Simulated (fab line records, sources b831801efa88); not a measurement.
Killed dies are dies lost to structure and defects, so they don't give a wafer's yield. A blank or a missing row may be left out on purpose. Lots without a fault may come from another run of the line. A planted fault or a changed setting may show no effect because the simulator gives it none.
Tool commonality check | flow gf180mcu | 14 lots, 42 wafers sampled

WHY IT WAS OPENED
At GF_VT_IMPLANT_RS_MEAS_46 the reading MVSD_RS is flagged on 2 of 14 lots. Wafers without a fault read 456.8 ohm/sq, standard deviation 1.
Rule: a lot is flagged when every wafer of it that has a number lies more than 4 standard deviations from that mean, or none has a number. The other lots count as sound.

lot  | measured     | on            | MVSD_RS (ohm/sq), wafer by wafer | flag
L770 | day 7 12:25  | film_metro-01 | 456.7 456.3 457.6                |
L774 | day 8 14:47  | film_metro-01 | 456.5 457.2 455.6                |
L775 | day 8 21:03  | film_metro-01 | 455.9 457.2 455.4                |
L776 | day 9 04:58  | film_metro-02 | 455.7 455.9 457.3                |
L777 | day 9 14:44  | film_metro-02 | 455.3 456.4 456.2                |
L778 | day 9 21:07  | film_metro-02 | 456.1 456.9 457.0                |
L780 | day 10 09:31 | film_metro-04 | 456.5 458.4 458.3                |
L785 | day 11 19:42 | film_metro-02 | 444.0 444.6 443.4                | FLAGGED
L786 | day 12 01:47 | film_metro-01 | 442.6 443.1 444.6                | FLAGGED
L788 | day 12 20:23 | film_metro-01 | 455.9 455.4 456.0                |
L789 | day 13 00:13 | film_metro-01 | 456.0 457.0 457.2                |
L790 | day 13 02:13 | film_metro-04 | 458.7 459.5 458.3                |
L792 | day 13 15:23 | film_metro-04 | 454.7 455.3 456.8                |
L793 | day 14 04:08 | film_metro-02 | 457.9 458.3 457.5                |
The numbers of the flagged lots are 443.7 ohm/sq on average: -13.1 ohm/sq against the usual, or -13 standard deviations.

WHICH TOOL RAN EACH LOT
The record holds 1 process step before the reading, out of a route of 602 steps. In each cell: the tool, then ch and the chambers that the sampled wafers went through, then the start.
lot  | flag    | GF_MVSD_IMPLANT_09
L770 |         | implanter-02 ch 0, day 4 09:39
L774 |         | implanter-03 ch 0, day 5 08:52
L775 |         | implanter-02 ch 0, day 5 14:32
L776 |         | implanter-03 ch 0, day 5 21:24
L777 |         | implanter-01 ch 0, day 6 06:11
L778 |         | implanter-01 ch 0, day 6 11:01
L780 |         | implanter-03 ch 0, day 6 22:26
L785 | FLAGGED | implanter-02 ch 0, day 8 02:52
L786 | FLAGGED | implanter-02 ch 0, day 8 08:08
L788 |         | implanter-01 ch 0, day 8 23:26
L789 |         | implanter-03 ch 0, day 9 01:43
L790 |         | implanter-01 ch 0, day 9 05:05
L792 |         | implanter-01 ch 0, day 9 15:44
L793 |         | implanter-01 ch 0, day 10 01:38
What these steps do:
- GF_MVSD_IMPLANT_09
- GF_VT_IMPLANT_RS_MEAS_46: measures by four-point-probe.

FLAGGED OVER TOTAL, TOOL BY TOOL (the gauges that took the reading come last)
step                     | tool          | lots run | flagged | share of the flagged lots | sound lots run after its first flagged lot
GF_MVSD_IMPLANT_09       | implanter-01  | 6        | 0       | none                      | -
GF_MVSD_IMPLANT_09       | implanter-02  | 4        | 2       | all                       | 0
GF_MVSD_IMPLANT_09       | implanter-03  | 4        | 0       | none                      | -
GF_VT_IMPLANT_RS_MEAS_46 | film_metro-01 | 6        | 1       | some                      | 2 (L788,L789)
GF_VT_IMPLANT_RS_MEAS_46 | film_metro-02 | 5        | 1       | some                      | 1 (L793)
GF_VT_IMPLANT_RS_MEAS_46 | film_metro-04 | 3        | 0       | none                      | -

WHAT THE TABLE ALLOWS
1 row of the table ran every flagged lot: implanter-02 at GF_MVSD_IMPLANT_09.
- implanter-02 at GF_MVSD_IMPLANT_09: 2 of its 4 lots flagged. Its last sound lot is L775 (day 5 14:32), its first flagged lot L785 (day 8 02:52): a fault that began between those two fits. Its own readings lie more than 4 standard deviations out on every wafer of the flagged lots: dose_ions_cm2, faraday_current_uA.
One tool is left: implanter-02 at GF_MVSD_IMPLANT_09.

WHAT THE SIMULATOR HAD PUT IN
Process parameter drift: implanter-02, from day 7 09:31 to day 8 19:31, at GF_MVSD_IMPLANT_09. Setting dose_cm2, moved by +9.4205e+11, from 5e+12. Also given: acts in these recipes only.
Lots struck among those shown: L785, L786. The rule above found the same.
